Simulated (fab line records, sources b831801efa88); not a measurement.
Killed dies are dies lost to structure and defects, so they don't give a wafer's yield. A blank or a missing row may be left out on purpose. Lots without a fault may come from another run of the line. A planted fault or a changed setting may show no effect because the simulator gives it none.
A struck lot beside a sound one | flow gf180mcu | 18 steps out of a route of 602
Sound: wafers L567.2, L567.4, L567.6. Struck: wafers L574.1, L574.2, L574.4. The cause comes at the end.
At each step with rows: each side's tool, then ch and its chambers, then its first start. Under that, the readings that differ: sound wafers | struck wafers | difference of the means | sigmas: that difference in standard deviations of wafers without a fault.
alike: readings whose means differ by less than 2 such deviations, and words and numbers that are the same on both sides. not compared: withheld readings, readings that some wafer has no value for, bounds like >300 that may hide the same value, and numbers for which the record gives no deviation and whose values overlap.
The two part at a step that has a row with sigmas, a row that says differs or no value, or rows on one side only. Numbers that don't overlap but have no deviation are shown without sigmas and don't part them. A reading that every wafer of one side lacks parts them only if that side has two wafers or more.

first, 3 steps without rows for these wafers: GF_HV_LDD_EXPOSE_16 (exposes mask Pplus LV AREA, target cd 400 nm); GF_HV_LDD_PEB_17; GF_HV_LDD_DEVELOP_18 (develop time 60 s).
GF_HV_LDD_CD_MEAS_19: target cd 400 nm.
  sound on cd_sem-02, day 13 10:41; struck on cd_sem-01, day 15 07:55
  alike: cd_nm
GF_HV_LDD_OVL_MEAS_20:
  sound on overlay-02, day 13 10:47; struck on overlay-02, day 15 08:02
  alike: HV_LDD_01_OVL
then, 1 step without rows for these wafers: GF_HV_LDD_IMPLANT_21.
GF_HV_LDD_STRIP_22: strips in O2/N2.
  sound on plasma_asher-03 ch 0, day 13 10:58; struck on plasma_asher-03 ch 0,1, day 15 08:13
  alike: drypump_motor_current_A, heater_power_w, oes_product_au, platen_temp_c, strip_time_to_endpoint_s
  not compared: rf_hours_counter_h
GF_HV_LDD_TW_MEAS_23:
  sound on film_metro-04, day 13 11:05; struck on film_metro-04, day 15 08:19
  alike: HV_LDD_2_TW
then, 4 steps without rows for these wafers: GF_HV_LDD_DEHYDRATE_24 (time 60 s); GF_HV_LDD_HMDS_25 (prime time 60 s); GF_HV_LDD_COAT_26 (resist thk 1000 nm); GF_HV_LDD_SOFTBAKE_27 (time 60 s).
GF_HV_LDD_EXPOSE_28: exposes mask Nplus HV AREA, target cd 400 nm.
  sound on iline_stepper-02 ch 0, day 13 21:22; struck on iline_stepper-02 ch 0, day 15 19:56
  reading                        | sound                | struck      | difference | sigmas
  model.HV_LDD.overlay_x_nm (nm) | 0.3996 0.3996 0.3996 | 202 202 202 | +202       |
  alike: mask, focus_offset_nm
then, 2 steps without rows for these wafers: GF_HV_LDD_PEB_29; GF_HV_LDD_DEVELOP_30 (develop time 60 s).
GF_HV_LDD_CD_MEAS_31: target cd 400 nm.
  sound on cd_sem-01, day 14 07:26; struck on cd_sem-01, day 16 06:10
  alike: cd_nm
GF_HV_LDD_OVL_MEAS_32:
  sound on overlay-02, day 14 07:32; struck on overlay-01, day 16 06:29
  reading            | sound       | struck            | difference | sigmas
  HV_LDD_02_OVL (nm) | 0.7 1.0 1.9 | 203.3 202.8 203.1 | +201.9     | +99 or more
  not compared: hold
then, 1 step without rows for these wafers: GF_PASSIVATION_PROBE_99.

WHERE THEY PART
Only at GF_HV_LDD_OVL_MEAS_32, within this record.

WHY: what the simulator had put in
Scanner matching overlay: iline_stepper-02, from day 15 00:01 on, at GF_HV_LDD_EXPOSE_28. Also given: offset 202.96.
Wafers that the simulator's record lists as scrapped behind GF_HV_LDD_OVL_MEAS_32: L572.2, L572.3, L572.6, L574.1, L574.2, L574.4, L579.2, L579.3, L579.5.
